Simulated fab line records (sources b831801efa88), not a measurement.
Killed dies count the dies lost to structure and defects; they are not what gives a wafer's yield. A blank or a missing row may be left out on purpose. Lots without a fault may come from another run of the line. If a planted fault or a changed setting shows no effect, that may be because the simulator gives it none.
Matching of chambers -- flow gf180mcu -- GF_CONTACT_CMP_27 on cmp-01 has 4 sister chambers
The step polishes, stops on SiO2, t overpolish 15 s, target thk 0 nm. 14 wafers are shown with their chamber, then 7 later ones without.

## WAFERS PAIRED WITH THEIR CHAMBERS
wafer,chamber,motor current A (A),retaining ring pressure frac,time to endpoint s (s)
L941.1,1,10.4,1.000,72
L941.5,2,12.6,1.007,73
L941.6,1,10.8,1.003,73
L947.1,1,10.4,1.006,70
L947.2,3,12.3,0.996,74
L947.5,2,12.9,1.002,75
L955.1,2,11.4,0.994,68
L955.5,0,9.6,1.004,72
L955.6,3,12.0,0.997,68
L956.2,3,12.4,1.004,69
L956.4,0,10.4,1.001,70
L956.5,0,10.3,0.999,67
L957.1,2,12.1,0.998,69
L957.2,3,11.3,0.992,69

SIGNATURES, as means of the wafers listed above
reading,chamber 0,chamber 1,chamber 2,chamber 3,scatter within a chamber
motor current A,10.100,10.533,12.250,12.000,0.502
retaining ring pressure frac,1.00133,1.00300,1.00025,0.99725,0.00445
time to endpoint s,69.67,71.67,71.25,70.00,2.68
Rule: distance of a wafer from a chamber = root of the sum over the readings of ((wafer's reading minus chamber's mean) / reading's scatter) squared. The wafer belongs to the nearest chamber; if the next one is less than 2 further off, it can't be placed. How the scatter is found: for the shown wafers, subtract from each reading the mean of its chamber, square and add these, divide the total by (wafers less chambers), then take the root.

## WAFERS WITH NO CHAMBER GIVEN
wafer,motor current A (A),retaining ring pressure frac,time to endpoint s (s)
L957.6,9.7,0.997,70
L958.2,12.2,0.992,69
L958.3,10.9,1.001,65
L958.4,10.3,1.005,67
L959.1,10.1,0.987,71
L959.4,12.8,1.001,68
L959.5,12.4,1.000,72

## EACH ONE'S CHAMBER
wafer,from the rows above,in truth
L957.6,can't be placed: 0 or 1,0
L958.2,can't be placed: 3 or 2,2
L958.3,can't be placed: 0 or 1 or 3 or 2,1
L958.4,can't be placed: 0 or 1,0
L959.1,can't be placed: 0 or 1 or 3 or 2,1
L959.4,can't be placed: 2 or 3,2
L959.5,can't be placed: 2 or 3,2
0 of 7 placed correctly. Can't be placed from these rows: 7 (the true chamber is among the candidates in 7). Number placed wrongly: 0.
